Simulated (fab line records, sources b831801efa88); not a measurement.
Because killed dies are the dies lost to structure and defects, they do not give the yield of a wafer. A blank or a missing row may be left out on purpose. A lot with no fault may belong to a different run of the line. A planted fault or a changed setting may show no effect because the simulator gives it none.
Chamber matching	flow gf180mcu	GF_V4_CMP_04 on cmp-02 has 4 sister chambers
The step polishes SiO2. 22 wafers are shown with their chamber, then 11 later ones without.

EACH WAFER AND ITS CHAMBER
wafer	chamber	motorCurrentA (A)	headPressurePsi (psi)	timeToEndpointS (s)
L403.4	2	14.5	3.991	85
L403.5	0	14.6	3.996	84
L403.6	3	15.5	3.999	75
L405.3	1	13.2	4.012	79
L405.4	3	15.8	3.997	75
L405.5	0	14.8	4.017	80
L406.3	1	12.9	3.997	81
L406.4	2	14.0	3.994	87
L406.6	1	12.2	3.987	86
L407.1	2	13.2	3.995	74
L407.4	0	15.6	4.012	83
L407.5	2	14.6	3.993	83
L408.1	3	16.2	3.999	84
L408.2	1	13.4	3.997	81
L408.3	2	12.9	4.007	84
L411.1	0	15.3	3.997	79
L411.2	2	13.0	4.001	79
L411.3	3	14.5	4.007	86
L413.2	0	16.2	4.000	87
L413.4	2	13.4	3.991	89
L413.6	2	13.8	4.000	92
L417.3	2	13.5	3.996	79

SIGNATURES (averages over the wafers above)
reading	chamber 0	chamber 1	chamber 2	chamber 3	scatter within a chamber
motorCurrentA	15.300	12.925	13.656	15.500	0.628
headPressurePsi	4.00440	3.99825	3.99644	4.00050	0.00732
timeToEndpointS	82.60	81.75	83.56	80.00	4.82
Rule: a wafer lies at a distance from a chamber equal to the root of the sum of squares, over the readings, of (its reading less the chamber's mean, divided by the reading's scatter). The wafer belongs to the nearest chamber; if the next one is less than 2 further off, it can't be placed. The scatter: take each reading less its chamber's mean, square it, sum over the shown wafers, divide by the number of wafers less the number of chambers, and take the root.

WAFERS WHOSE CHAMBER IS MISSING
wafer	motorCurrentA (A)	headPressurePsi (psi)	timeToEndpointS (s)
L417.4	15.5	3.995	79
L417.5	15.5	4.006	85
L419.4	15.8	3.984	81
L419.5	16.1	3.987	82
L419.6	13.6	4.003	89
L424.3	15.8	4.000	85
L424.4	14.3	3.986	86
L424.6	12.8	4.002	80
L425.4	13.0	3.996	93
L425.5	15.6	4.012	87
L425.6	14.2	4.020	93

THE CHAMBER EACH PASSED THROUGH
wafer	from the rows above	in truth
L417.4	can't be placed: 3 or 0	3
L417.5	can't be placed: 0 or 3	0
L419.4	can't be placed: 3 or 0 or 2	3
L419.5	can't be placed: 3 or 0 or 2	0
L419.6	can't be placed: 2 or 1 or 0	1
L424.3	can't be placed: 0 or 3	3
L424.4	can't be placed: 2 or 1 or 3 or 0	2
L424.6	can't be placed: 1 or 2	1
L425.4	can't be placed: 2 or 1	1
L425.5	can't be placed: 0 or 3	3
L425.6	can't be placed: 0 or 2 or 1 or 3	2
Correctly placed: 0 of 11. Can't be placed from these rows: 11 (the true chamber is among the candidates in 11). Number placed wrongly: 0.
